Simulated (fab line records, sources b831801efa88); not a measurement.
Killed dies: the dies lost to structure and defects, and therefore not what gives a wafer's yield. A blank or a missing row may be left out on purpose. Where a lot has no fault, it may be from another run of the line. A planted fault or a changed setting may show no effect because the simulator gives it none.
What tool caused it? / flow sky130 / Sampling: 7 lots, 21 wafers, 4 of 708 route steps

WHAT THE GAUGES READ, wafer by wafer
SKY_METAL2_RS_MEAS_05: the measuring method here is four-point-probe.
lot=L212; measured=day 35 07:58; on=filmMetro-01; METAL2_ALCU_RS (ohm/sq)=0.1290 0.1285 0.1285
lot=L214; measured=day 36 01:07; on=filmMetro-03; METAL2_ALCU_RS (ohm/sq)=0.1267 0.1273 0.1251
lot=L216; measured=day 36 14:27; on=filmMetro-03; METAL2_ALCU_RS (ohm/sq)=0.1241 0.1254 0.1245
lot=L219; measured=day 37 08:17; on=filmMetro-03; METAL2_ALCU_RS (ohm/sq)=0.1246 0.1250 0.1240
lot=L221; measured=day 37 22:51; on=filmMetro-01; METAL2_ALCU_RS (ohm/sq)=0.1257 0.1264 0.1264
lot=L226; measured=day 40 01:34; on=filmMetro-04; METAL2_ALCU_RS (ohm/sq)=0.1254 0.1261 0.1260
lot=L230; measured=day 40 11:47; on=filmMetro-03; METAL2_ALCU_RS (ohm/sq)=0.1280 0.1285 0.1269

EACH LOT AND THE TOOL THAT RAN IT (in order: tool; ch and the chambers of the sampled wafers; start)
lot=L212; SKY_NWELL_OXIDATION_01=furnace-01 ch 0, day 3 04:31; SKY_VIA1_ETCH_15=rieDiel-04 ch 1,2,3, day 35 06:30; SKY_METAL2_SPUTTER_00=pvdSputter-04, day 35 07:49
lot=L214; SKY_NWELL_OXIDATION_01=furnace-01 ch 0, day 3 15:10; SKY_VIA1_ETCH_15=rieDiel-03 ch 0,1,2, day 35 23:42; SKY_METAL2_SPUTTER_00=pvdSputter-02, day 36 00:58
lot=L216; SKY_NWELL_OXIDATION_01=furnace-01 ch 0, day 4 01:40; SKY_VIA1_ETCH_15=rieDiel-04 ch 1,2, day 36 13:02; SKY_METAL2_SPUTTER_00=pvdSputter-02, day 36 14:19
lot=L219; SKY_NWELL_OXIDATION_01=furnace-01 ch 0, day 4 13:38; SKY_VIA1_ETCH_15=rieDiel-01 ch 0,1, day 37 06:51; SKY_METAL2_SPUTTER_00=pvdSputter-01, day 37 08:07
lot=L221; SKY_NWELL_OXIDATION_01=furnace-02 ch 0, day 5 00:53; SKY_VIA1_ETCH_15=rieDiel-03 ch 0,2,3, day 37 21:26; SKY_METAL2_SPUTTER_00=pvdSputter-01, day 37 22:43
lot=L226; SKY_NWELL_OXIDATION_01=furnace-01 ch 0, day 6 04:56; SKY_VIA1_ETCH_15=rieDiel-04 ch 0,1, day 39 19:53; SKY_METAL2_SPUTTER_00=pvdSputter-02, day 40 01:26
lot=L230; SKY_NWELL_OXIDATION_01=furnace-02 ch 0, day 6 23:07; SKY_VIA1_ETCH_15=rieDiel-03 ch 0,2, day 40 10:18; SKY_METAL2_SPUTTER_00=pvdSputter-01, day 40 11:39
- SKY_NWELL_OXIDATION_01: stabilise 600 s, purge 300 s, target thk 10 nm.
- SKY_VIA1_ETCH_15: etches SiO2 in C4F8/O2/Ar, stops on TiN, target depth 351 nm, time 54 s.
- SKY_METAL2_SPUTTER_00: material Ti, target thk 15 nm, time 10 s.

THE ANSWER, worked out from the rows above alone
Rule: the usual values come from the lots themselves. Put in order of their means at a reading, lots are off if they are a third of the lots or fewer, leave a main group of 4 or more, and stand apart from it by a gap of 3 or more times the standard deviation of the main group's means; of several such gaps the widest counts. Not used: any main group whose means are identical at the precision the tables above print for the reading. Also off: a lot with no number at a reading for which 4 or more lots have one. Any other lot the step has rows for is counted as sound.
No lot is off at any reading shown: from this, nothing can be told.

WHAT HAD BEEN PUT IN BY THE SIMULATOR
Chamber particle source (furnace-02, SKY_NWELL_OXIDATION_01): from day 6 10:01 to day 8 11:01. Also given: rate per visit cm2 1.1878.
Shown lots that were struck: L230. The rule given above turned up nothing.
